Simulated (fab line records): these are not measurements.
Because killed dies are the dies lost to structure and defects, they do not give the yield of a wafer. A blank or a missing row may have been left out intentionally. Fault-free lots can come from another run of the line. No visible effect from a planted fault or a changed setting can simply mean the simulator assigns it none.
fab line records | flow sky130
[record] lots = 12 | wafers = 36 | last_day = 50
route steps=708 shown FIELD_ISO@3 DNWELL@37 PWDE@54 VT_ADJUST_LVTN@115
lots untouched by any fault: they come from a run of this same line in which no faults occurred
start_h: hours from the record's first day to the start of the lot's first wafer shown | wait_h: hours since the lot's step before | " the same as in the row above | L1.1+2: a row that stands for several wafers | - either no value or no given start | * or withheld: withheld | < > ~ a bound
route shown NAME@n: NAME is a module with steps in the file, n the number in the route of the first one | usual: mean/standard deviation of fault-free wafers | same: alike in all rows | chamber/n: place in a boat | sites: readings site by site | _std_site: their standard deviation | _edge_site: outer sites' mean less inner sites' | radius_mm: how far each site lies from the wafer's centre | mask NAME#n: copy n | behind: the most recent tool/chamber to have shaped the wafer | hold: why the lot went on hold/how many hours it stayed there/how the hold came to an end | device: whichever transistor did not switch (one of n, p or np) | end of line: tests run on the same wafers once the route is complete | a step with no rows: only its recipe | killed: dies that structure and defects cost at the first sort, which is not the same as the wafer's yield | map: a wafer's dies, marking killed ones x, the rest . and places with no die _
set.NAME: the setting as run; set.NAME@STEP: as run at that earlier step | model.NAME: the simulator's own value behind a step, which no gauge read
one table for each step of the route and one row for each wafer, over a sample of lots
services: the hour from which a tool's chamber was out of use, counted from the record's first day as start_h (under 0 if before that day), plus the number of hours and why
[[steps]]
[step SKY_FIELD_ISO_THK_MEAS_02]
[recipe] reads = SiO2_of_FIELD_ISO_OXIDATION_01
[usual] FIELD_ISO_OXIDATION_00_THK = 11.85/0.3
lot.wafer | tool          | chamber | start_h | wait_h | FIELD_ISO_OXIDATION_00_THK[nm]
L940.1    | film_metro-03 | -       | 12.09   | 0.0    | 12.05
L940.2    | "             | -       | "       | "      | 12.06
L940.3    | "             | -       | "       | "      | 11.92
L941.3    | film_metro-04 | -       | 18.40   | 0.0    | 11.57
L941.4    | "             | -       | "       | "      | 11.68
L941.5    | "             | -       | "       | "      | 11.58
L943.4    | film_metro-03 | -       | 27.29   | 0.0    | 11.68
L943.5    | "             | -       | "       | "      | 11.67
L943.6    | "             | -       | "       | "      | 11.71
L944.1    | film_metro-04 | -       | 33.74   | 0.0    | 11.99
L944.2    | "             | -       | "       | "      | 12.29
L944.4    | "             | -       | "       | "      | 12.29
L946.1    | film_metro-03 | -       | 42.42   | 0.0    | 12.08
L946.3    | "             | -       | "       | "      | 11.97
L946.4    | "             | -       | "       | "      | 11.86
L948.2    | film_metro-03 | -       | 52.26   | 0.0    | 12.22
L948.3    | "             | -       | "       | "      | 12.02
L948.6    | "             | -       | "       | "      | 12.16
L951.1    | film_metro-01 | -       | 68.42   | 0.0    | 12.26
L951.3    | "             | -       | "       | "      | 12.07
L951.6    | "             | -       | "       | "      | 12.17
L952.2    | film_metro-04 | -       | 72.70   | 0.0    | 11.56
L952.5    | "             | -       | "       | "      | 11.62
L952.6    | "             | -       | "       | "      | 11.75
L955.2    | film_metro-01 | -       | 86.64   | 0.0    | 11.98
L955.3    | "             | -       | "       | "      | 12.19
L955.4    | "             | -       | "       | "      | 12.03
L958.1    | film_metro-04 | -       | 101.81  | 0.0    | 11.91
L958.2    | "             | -       | "       | "      | 11.87
L958.4    | "             | -       | "       | "      | 11.92
L961.1    | film_metro-03 | -       | 116.63  | 0.0    | 11.91
L961.2    | "             | -       | "       | "      | 11.85
L961.3    | "             | -       | "       | "      | 11.87
L963.3    | film_metro-04 | -       | 126.65  | 0.0    | 11.31
L963.4    | "             | -       | "       | "      | 11.22
L963.5    | "             | -       | "       | "      | 11.24
[step SKY_DNWELL_COAT_02]
[recipe] spin_rpm = 2000 | resist_thk_nm = 3000
[usual] spin_speed_rpm = 2000.0/1.2
lot.wafer | tool           | chamber | start_h | wait_h | spin_speed_rpm
L940.1    | litho_track-01 | 0       | 45.07   | 0.1    | 2002.1
L940.2    | "              | 0       | "       | "      | 2000.5
L940.3    | "              | 0       | "       | "      | 1999.1
L941.3    | litho_track-02 | 0       | 50.77   | 0.1    | 2000.9
L941.4    | "              | 0       | "       | "      | 1998.8
L941.5    | "              | 0       | "       | "      | 1998.4
L943.4    | litho_track-02 | 0       | 61.94   | 0.1    | 1999.7
L943.5    | "              | 0       | "       | "      | 1999.4
L943.6    | "              | 0       | "       | "      | 1998.9
L944.1    | litho_track-02 | 0       | 68.02   | 0.1    | 1999.9
L944.2    | "              | 0       | "       | "      | 2001.0
L944.4    | "              | 0       | "       | "      | 1999.5
L946.1    | litho_track-01 | 0       | 76.82   | 0.1    | 1998.6
L946.3    | "              | 0       | "       | "      | 1999.9
L946.4    | "              | 0       | "       | "      | 1998.0
L948.2    | litho_track-01 | 0       | 86.65   | 0.1    | 2380.4
L948.3    | "              | 0       | "       | "      | 2379.3
L948.6    | "              | 0       | "       | "      | 2378.5
L951.1    | litho_track-01 | 0       | 102.37  | 0.1    | 2378.6
L951.3    | "              | 0       | "       | "      | 2378.7
L951.6    | "              | 0       | "       | "      | 2380.5
L952.2    | litho_track-03 | 0       | 108.43  | 0.1    | 1998.5
L952.5    | "              | 0       | "       | "      | 1998.3
L952.6    | "              | 0       | "       | "      | 1998.6
L955.2    | litho_track-01 | 0       | 122.20  | 0.1    | 2382.6
L955.3    | "              | 0       | "       | "      | 2381.2
L955.4    | "              | 0       | "       | "      | 2379.1
L958.1    | litho_track-03 | 0       | 140.26  | 0.1    | 1998.4
L958.2    | "              | 0       | "       | "      | 2001.2
L958.4    | "              | 0       | "       | "      | 2001.8
L961.1    | litho_track-03 | 0       | 155.41  | 0.1    | 2001.4
L961.2    | "              | 0       | "       | "      | 2000.4
L961.3    | "              | 0       | "       | "      | 2002.3
L963.3    | litho_track-02 | 0       | 164.92  | 0.1    | 2001.0
L963.4    | "              | 0       | "       | "      | 2001.0
L963.5    | "              | 0       | "       | "      | 2000.7
[step SKY_DNWELL_STRIP_08]
[recipe] chemistry = O2/N2 | power_w = 1400 | pressure_mtorr = 1500 | platen_temp_c = withheld | o2_flow_sccm = 3000 | n2_flow_sccm = 300 | overash_fraction = 0.5
[usual] drypump_motor_current_A = 5.5/0.34 | oes_product_au = 0.722/0.0044 | strip_time_to_endpoint_s = 36.90/0.098
lot.wafer | tool            | chamber | start_h | wait_h | drypump_motor_current_A | oes_product_au | rf_hours_counter_h | strip_time_to_endpoint_s
L940.1    | plasma_asher-04 | 0       | 52.46   | 0.1    | 5.0                     | 0.715          | 24                 | 36.73
L940.2    | "               | 1       | "       | "      | 5.7                     | 0.720          | 24                 | 36.67
L940.3    | "               | 0       | "       | "      | 5.0                     | 0.721          | -                  | 36.66
L941.3    | plasma_asher-03 | 1       | 59.10   | 0.1    | 5.1                     | 0.726          | -                  | 36.79
L941.4    | "               | 0       | "       | "      | 5.6                     | 0.716          | -                  | 36.89
L941.5    | "               | 0       | "       | "      | 5.6                     | 0.722          | -                  | 36.91
L943.4    | plasma_asher-03 | 1       | 69.94   | 0.1    | 5.1                     | 0.718          | -                  | 36.81
L943.5    | "               | 1       | "       | "      | 5.1                     | 0.723          | -                  | 36.95
L943.6    | "               | 0       | "       | "      | 5.6                     | 0.719          | -                  | 36.89
L944.1    | plasma_asher-04 | 1       | 76.67   | 0.1    | 5.7                     | 0.722          | 26                 | 36.89
L944.2    | "               | 0       | "       | "      | 5.0                     | 0.722          | 26                 | 37.10
L944.4    | "               | 1       | "       | "      | 5.7                     | 0.718          | -                  | 37.00
L946.1    | plasma_asher-04 | 1       | 85.52   | 0.1    | 5.6                     | 0.722          | 27                 | 36.85
L946.3    | "               | 1       | "       | "      | 5.6                     | 0.729          | -                  | 36.96
L946.4    | "               | 0       | "       | "      | 5.0                     | 0.727          | -                  | 36.94
L948.2    | plasma_asher-02 | 1       | 96.41   | 0.1    | 6.0                     | 0.714          | 41                 | 34.00
L948.3    | "               | 1       | "       | "      | 6.1                     | 0.715          | -                  | 34.07
L948.6    | "               | 1       | "       | "      | 6.0                     | 0.723          | -                  | 34.10
L951.1    | plasma_asher-03 | 0       | 112.07  | 0.1    | 5.6                     | 0.720          | 43                 | 34.00
L951.3    | "               | 0       | "       | "      | 5.6                     | 0.720          | -                  | 33.98
L951.6    | "               | 1       | "       | "      | 5.1                     | 0.720          | -                  | 34.05
L952.2    | plasma_asher-03 | 1       | 119.06  | 0.1    | 5.2                     | 0.717          | 43                 | 36.89
L952.5    | "               | 0       | "       | "      | 5.6                     | 0.722          | -                  | 36.79
L952.6    | "               | 1       | "       | "      | 5.1                     | 0.721          | -                  | 36.88
L955.2    | plasma_asher-02 | 0       | 132.62  | 0.1    | 5.4                     | 0.727          | 45                 | 33.97
L955.3    | "               | 1       | "       | "      | 6.0                     | 0.727          | -                  | 34.03
L955.4    | "               | 0       | "       | "      | 5.4                     | 0.716          | -                  | 33.94
L958.1    | plasma_asher-02 | 0       | 150.22  | 0.1    | 5.4                     | 0.721          | 47                 | 36.94
L958.2    | "               | 1       | "       | "      | 6.0                     | 0.723          | 47                 | 36.97
L958.4    | "               | 1       | "       | "      | 6.1                     | 0.720          | -                  | 36.96
L961.1    | plasma_asher-03 | 1       | 165.76  | 0.1    | 5.1                     | 0.720          | 48                 | 36.92
L961.2    | "               | 0       | "       | "      | 5.6                     | 0.725          | 48                 | 36.85
L961.3    | "               | 0       | "       | "      | 5.5                     | 0.723          | -                  | 36.89
L963.3    | plasma_asher-03 | 1       | 175.84  | 0.1    | 5.2                     | 0.725          | -                  | 36.82
L963.4    | "               | 0       | "       | "      | 5.6                     | 0.726          | -                  | 36.93
L963.5    | "               | 1       | "       | "      | 5.2                     | 0.727          | -                  | 36.91
[step SKY_PWDE_STRIP_09]
[recipe] chemistry = O2/N2 | power_w = 1400 | pressure_mtorr = 1500 | platen_temp_c = withheld | o2_flow_sccm = 3000 | n2_flow_sccm = 300 | overash_fraction = 0.5
[usual] drypump_motor_current_A = 5.6/0.45 | oes_product_au = 0.722/0.0049 | strip_time_to_endpoint_s = 36.90/0.086
lot.wafer | tool            | chamber | start_h | wait_h | drypump_motor_current_A | oes_product_au | rf_hours_counter_h | strip_time_to_endpoint_s
L940.1    | plasma_asher-02 | 1       | 68.90   | 0.1    | 6.0                     | 0.730          | 38                 | 36.88
L940.2    | "               | 0       | "       | "      | 5.4                     | 0.730          | 38                 | 36.85
L940.3    | "               | 1       | "       | "      | 6.1                     | 0.722          | -                  | 36.97
L941.3    | plasma_asher-04 | 0       | 74.58   | 0.1    | 5.0                     | 0.723          | -                  | 37.01
L941.4    | "               | 1       | "       | "      | 5.7                     | 0.726          | -                  | 36.82
L941.5    | "               | 0       | "       | "      | 5.0                     | 0.716          | -                  | 36.98
L943.4    | plasma_asher-04 | 1       | 87.29   | 0.1    | 5.7                     | 0.719          | -                  | 36.96
L943.5    | "               | 0       | "       | "      | 5.1                     | 0.729          | -                  | 36.88
L943.6    | "               | 1       | "       | "      | 5.6                     | 0.721          | -                  | 36.84
L944.1    | plasma_asher-04 | 1       | 94.16   | 0.1    | 5.6                     | 0.721          | 28                 | 37.09
L944.2    | "               | 0       | "       | "      | 5.0                     | 0.723          | 28                 | 36.94
L944.4    | "               | 0       | "       | "      | 5.0                     | 0.714          | -                  | 36.90
L946.1    | plasma_asher-01 | 1       | 102.91  | 0.1    | 6.5                     | 0.720          | 42                 | 36.91
L946.3    | "               | 0       | "       | "      | 5.3                     | 0.713          | -                  | 36.91
L946.4    | "               | 1       | "       | "      | 6.5                     | 0.725          | -                  | 37.03
L948.2    | plasma_asher-04 | 1       | 114.64  | 0.1    | 5.7                     | 0.717          | 30                 | 37.08
L948.3    | "               | 1       | "       | "      | 5.7                     | 0.724          | -                  | 36.88
L948.6    | "               | 1       | "       | "      | 5.7                     | 0.721          | -                  | 37.01
L951.1    | plasma_asher-04 | 1       | 131.39  | 0.1    | 5.7                     | 0.728          | 32                 | 36.88
L951.3    | "               | 1       | "       | "      | 5.7                     | 0.726          | -                  | 36.92
L951.6    | "               | 1       | "       | "      | 5.7                     | 0.724          | -                  | 36.91
L952.2    | plasma_asher-04 | 0       | 138.14  | 0.1    | 5.1                     | 0.721          | 33                 | 36.94
L952.5    | "               | 1       | "       | "      | 5.6                     | 0.727          | -                  | 36.89
L952.6    | "               | 0       | "       | "      | 5.0                     | 0.720          | -                  | 36.99
L955.2    | plasma_asher-04 | 0       | 151.40  | 0.1    | 5.0                     | 0.716          | 34                 | 36.80
L955.3    | "               | 1       | "       | "      | 5.7                     | 0.711          | -                  | 36.94
L955.4    | "               | 0       | "       | "      | 5.0                     | 0.729          | -                  | 36.89
L958.1    | plasma_asher-02 | 0       | 170.45  | 0.1    | 5.4                     | 0.719          | 49                 | 37.00
L958.2    | "               | 1       | "       | "      | 6.0                     | 0.725          | 49                 | 36.96
L958.4    | "               | 1       | "       | "      | 6.0                     | 0.716          | -                  | 36.94
L961.1    | plasma_asher-01 | 1       | 186.45  | 0.1    | 6.5                     | 0.732          | 7                  | 36.92
L961.2    | "               | 0       | "       | "      | 5.3                     | 0.724          | 7                  | 36.91
L961.3    | "               | 1       | "       | "      | 6.5                     | 0.719          | -                  | 36.92
L963.3    | plasma_asher-04 | 1       | 197.33  | 0.1    | 5.7                     | 0.723          | -                  | 36.83
L963.4    | "               | 0       | "       | "      | 5.1                     | 0.725          | -                  | 36.81
L963.5    | "               | 0       | "       | "      | 5.0                     | 0.727          | -                  | 36.76
[step SKY_VT_ADJUST_LVTN_OVL_MEAS_18]
[usual] VT_ADJUST_LVTN_01_OVL = 0.4/1.1
lot.wafer | tool       | chamber | start_h | wait_h | VT_ADJUST_LVTN_01_OVL[nm]
L940.1    | overlay-01 | -       | 161.91  | 0.1    | 0.0
L940.2    | "          | -       | "       | "      | 0.6
L940.3    | "          | -       | "       | "      | 0.1
L941.3    | overlay-02 | -       | 169.47  | 0.1    | 0.4
L941.4    | "          | -       | "       | "      | 0.9
L941.5    | "          | -       | "       | "      | -0.2
L943.4    | overlay-01 | -       | 185.32  | 0.1    | 1.0
L943.5    | "          | -       | "       | "      | -0.1
L943.6    | "          | -       | "       | "      | 1.8
L944.1    | overlay-02 | -       | 192.27  | 0.1    | -0.4
L944.2    | "          | -       | "       | "      | 1.5
L944.4    | "          | -       | "       | "      | 1.6
L946.1    | overlay-01 | -       | 203.26  | 0.1    | 0.4
L946.3    | "          | -       | "       | "      | 0.4
L946.4    | "          | -       | "       | "      | -0.7
L948.2    | overlay-02 | -       | 217.57  | 0.1    | -1.9
L948.3    | "          | -       | "       | "      | -0.9
L948.6    | "          | -       | "       | "      | -0.8
L951.1    | overlay-02 | -       | 238.57  | 0.1    | -1.8
L951.3    | "          | -       | "       | "      | 0.3
L951.6    | "          | -       | "       | "      | -0.9
L952.2    | overlay-02 | -       | 246.63  | 0.1    | 0.8
L952.5    | "          | -       | "       | "      | 0.3
L952.6    | "          | -       | "       | "      | 1.5
L955.2    | overlay-01 | -       | 263.46  | 0.1    | 1.4
L955.3    | "          | -       | "       | "      | 1.3
L955.4    | "          | -       | "       | "      | 2.4
L958.1    | overlay-01 | -       | 286.26  | 0.1    | -0.8
L958.2    | "          | -       | "       | "      | -1.2
L958.4    | "          | -       | "       | "      | -0.8
L961.1    | overlay-02 | -       | 304.61  | 0.1    | -0.6
L961.2    | "          | -       | "       | "      | -1.0
L961.3    | "          | -       | "       | "      | -1.5
L963.3    | overlay-02 | -       | 319.07  | 0.1    | 0.0
L963.4    | "          | -       | "       | "      | 1.6
L963.5    | "          | -       | "       | "      | 3.1
[[services]]
tool            | chamber | start_h | hours | kind
plasma_asher-04 | -       | 36.51   | 3.6   | repair
plasma_asher-01 | -       | 108.75  | 9.0   | pm
plasma_asher-01 | 0       | 108.75  | 9.0   | vent_cycle
plasma_asher-01 | 1       | 108.75  | 9.0   | vent_cycle
plasma_asher-01 | 0       | 117.75  | -     | clean
plasma_asher-01 | 1       | 117.75  | -     | clean
plasma_asher-04 | -       | 163.58  | 28.1  | pm
plasma_asher-03 | -       | 188.70  | 0.5   | repair
[[key]]
[first_sign] step = SKY_DNWELL_COAT_02 | reading = spin_speed_rpm | direction = up | sigmas = 99+ | usual = 2000.0 | struck = 2379.9
[effect] step = SKY_DNWELL_STRIP_08 | reading = strip_time_to_endpoint_s | direction = down | sigmas = 29 | usual = * | struck = *
met_at SKY_DNWELL_COAT_02
struck_lots L948,L951,L955
tester_left_out L948,L951,L955
not_acting_at SKY_FIELD_ISO_THK_MEAS_02,SKY_PWDE_STRIP_09,SKY_VT_ADJUST_LVTN_OVL_MEAS_18
onset_between 76.82 86.65
[fault] kind = process_parameter_drift | tool = litho_track-01 | chamber = - | onset_h = 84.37 | steps = SKY_DNWELL_COAT_02 | channel = spin_rpm | offset = 380.1 | shape = step | end_h = 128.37 | acts_in = these_recipes_only | stated = 2000
// tester_left_out: of these lots the tester's yield and bins aren't shown, on N5 and GAA mostly nor the transistor test; their killed dies are dies lost to structure and defects alone, not to doping, threshold or leakage, so they don't give the yield
